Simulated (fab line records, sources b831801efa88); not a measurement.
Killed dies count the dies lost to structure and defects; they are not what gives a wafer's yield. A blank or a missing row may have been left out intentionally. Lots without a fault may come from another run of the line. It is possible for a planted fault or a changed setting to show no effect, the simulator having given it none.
The tool behind it: which one? | flow gf180mcu | Sampling: 15 lots, 45 wafers, 5 of 602 route steps

## WHAT THE GAUGES READ, wafer by wafer
GF_HV_LDD_TW_MEAS_38.
lot  | measured     | on            | HV_LDD_3_TW
L447 | day 11 11:05 | film_metro-03 | 1422 1429 1427
L449 | day 12 02:38 | film_metro-04 | 1420 1418 1426
L450 | day 12 10:40 | film_metro-01 | 1442 1446 1451
L451 | day 12 18:02 | film_metro-04 | 1416 1416 1419
L453 | day 13 11:12 | film_metro-03 | 1416 1409 1411
L454 | day 13 19:59 | film_metro-03 | 1403 1418 1415
L455 | day 14 03:44 | film_metro-01 | 1462 1455 1458
L458 | day 15 03:12 | film_metro-03 | 1416 1411 1406
L459 | day 15 13:17 | film_metro-03 | 1407 1412 1403
L460 | day 15 19:32 | film_metro-04 | 1428 1433 1430
L464 | day 17 06:29 | film_metro-01 | 1315 1316 1320 1317 1324 1324
L465 | day 17 09:23 | film_metro-04 | 1302 1307 1306 1299 1302 1304
L466 | day 17 20:38 | film_metro-03 | 1288 1294 1290 1295 1297 1291
L469 | day 18 21:57 | film_metro-04 | 1426 1432 1430
L470 | day 18 23:32 | film_metro-03 | 1413 1412 1412

GF_HV_LDD_RS_MEAS_53: measures by four-point-probe.
lot  | measured     | on            | HV_LDD_RS (ohm/sq)
L447 | day 12 06:35 | film_metro-04 | 418.0 417.6 417.5
L449 | day 12 22:32 | film_metro-04 | 419.6 419.3 419.5
L450 | day 13 07:22 | film_metro-03 | 419.6 419.4 419.5
L451 | day 13 14:01 | film_metro-01 | 417.2 418.9 418.9
L453 | day 14 08:13 | film_metro-01 | 419.3 419.8 419.9
L454 | day 14 17:19 | film_metro-03 | 417.1 417.6 418.4
L455 | day 15 01:46 | film_metro-04 | 418.1 419.1 418.6
L458 | day 16 01:25 | film_metro-03 | 417.0 418.1 418.2
L459 | day 16 11:43 | film_metro-03 | 418.6 419.1 419.7
L460 | day 16 18:20 | film_metro-04 | 419.2 419.3 420.2
L464 | day 18 05:53 | film_metro-03 | 440.1 440.5 440.8 440.2 441.8 440.3
L465 | day 18 09:41 | film_metro-01 | 440.3 439.0 439.7 439.8 439.8 439.3
L466 | day 18 20:43 | film_metro-03 | 438.2 437.5 438.7 438.2 437.6 439.1
L469 | day 19 22:38 | film_metro-01 | 416.9 416.2 415.8
L470 | day 20 00:16 | film_metro-01 | 417.5 417.6 417.2

GF_CONTACT_OVL_MEAS_15.
lot  | measured     | on         | CONTACT_OVL (nm)
L447 | day 15 23:51 | overlay-01 | 6 -1 -4
L449 | day 16 18:23 | overlay-02 | 5 8 3
L450 | day 17 03:45 | overlay-01 | 2 -1 4
L451 | day 17 11:50 | overlay-02 | 13 5 11
L453 | day 18 07:32 | overlay-01 | -3 -4 -7
L454 | day 18 17:21 | overlay-01 | 7 6 6
L455 | day 19 02:49 | overlay-01 | 2 0 3
L458 | day 20 03:34 | overlay-01 | 0 -3 -1
L459 | day 20 14:52 | overlay-01 | -4 2 0
L460 | day 20 23:14 | overlay-01 | 11 10 8
L469 | day 24 00:15 | overlay-01 | -7 -3 3
L470 | day 24 07:10 | overlay-02 | 5 9 -1

GF_M1_OVL_MEAS_15.
lot  | measured     | on         | M1_OVL (nm)
L447 | day 16 23:53 | overlay-01 | -13 -2 -7
L449 | day 17 19:14 | overlay-02 | -9 -19 -3
L450 | day 18 04:26 | overlay-02 | -4 -12 -5
L451 | day 18 12:56 | overlay-01 | -1 -3 -1
L453 | day 19 08:20 | overlay-02 | -11 -8 -10
L454 | day 19 19:03 | overlay-02 | -9 -3 -5
L455 | day 20 04:22 | overlay-02 | -2 -5 -2
L458 | day 21 04:49 | overlay-01 | -12 -10 -8
L459 | day 21 16:23 | overlay-01 | -5 0 -15
L460 | day 22 00:23 | overlay-01 | -9 -8 -5
L469 | day 25 00:06 | overlay-02 | -10 -6 -11
L470 | day 25 06:59 | overlay-01 | -18 -11 -12

## EACH LOT AND THE TOOL THAT RAN IT (in order: tool; ch and the chambers of the sampled wafers; start)
lot  | GF_HV_LDD_IMPLANT_36
L447 | implanter-04 ch 0, day 11 10:50
L449 | implanter-01 ch 0, day 12 02:23
L450 | implanter-03 ch 0, day 12 10:23
L451 | implanter-03 ch 0, day 12 17:47
L453 | implanter-01 ch 0, day 13 10:57
L454 | implanter-01 ch 0, day 13 19:46
L455 | implanter-03 ch 0, day 14 03:31
L458 | implanter-01 ch 0, day 15 02:59
L459 | implanter-04 ch 0, day 15 13:02
L460 | implanter-03 ch 0, day 15 19:17
L464 | implanter-03, day 17 06:14
L465 | implanter-04, day 17 09:10
L466 | implanter-04, day 17 20:23
L469 | implanter-04 ch 0, day 18 21:42
L470 | implanter-03 ch 0, day 18 23:17
- GF_HV_LDD_IMPLANT_36

## WHAT THE TOOLS THEMSELVES READ (means of the sampled wafers that have a number; where no wafer has one, the mark that the record gives instead)
GF_HV_LDD_IMPLANT_36.
lot  | tool         | beam_energy_keV | beam_on_s (s)
L447 | implanter-04 | 59.997          | 9.95
L449 | implanter-01 | 60.012          | 9.91
L450 | implanter-03 | 59.998          | 9.96
L451 | implanter-03 | 59.982          | 10.11
L453 | implanter-01 | 60.012          | 9.81
L454 | implanter-01 | 60.003          | 10.21
L455 | implanter-03 | 60.001          | 9.97
L458 | implanter-01 | 60.019          | 9.98
L459 | implanter-04 | 59.988          | 10.20
L460 | implanter-03 | 60.012          | 9.95
L464 | implanter-03 | -               | -
L465 | implanter-04 | -               | -
L466 | implanter-04 | -               | -
L469 | implanter-04 | 59.995          | 10.03
L470 | implanter-03 | 60.008          | 10.09

## THE ANSWER, worked out from the rows above alone
Rule: the lots themselves supply what counts as usual. The widest of any qualifying gaps counts: lots, ordered by their means at a reading, are off when they make up no more than a third of the lots, leave a main group of 4 or more, and stand apart from it by 3 or more times the standard deviation of that group's means. A main group is skipped when, at the precision printed for the reading in the tables above, its means are all equal. A lot without any number at a reading at which 4 lots or more have one is off too. The other lots that the step has rows for count as sound. First the gauges in route order, then the tools' own readings, where a lot's mean is used as printed above. At the first step where some lot is off, the reading lying furthest off is the one used; lots without a number count as furthest.
Off: at GF_HV_LDD_TW_MEAS_38 (HV_LDD_3_TW), L464, L465, L466. The main group has a mean of 1424 with a standard deviation of 15.
If a tool, at a process step before that reading, ran all the lots that are off and no sound lot after the first of them, it fits. The gauges at GF_HV_LDD_TW_MEAS_38 aren't tried: what is off there is off at GF_HV_LDD_IMPLANT_36 too, on other tools, and a gauge's error can't cause that. Not one of the candidates tried fits.

## WHAT THE SIMULATOR PUT IN
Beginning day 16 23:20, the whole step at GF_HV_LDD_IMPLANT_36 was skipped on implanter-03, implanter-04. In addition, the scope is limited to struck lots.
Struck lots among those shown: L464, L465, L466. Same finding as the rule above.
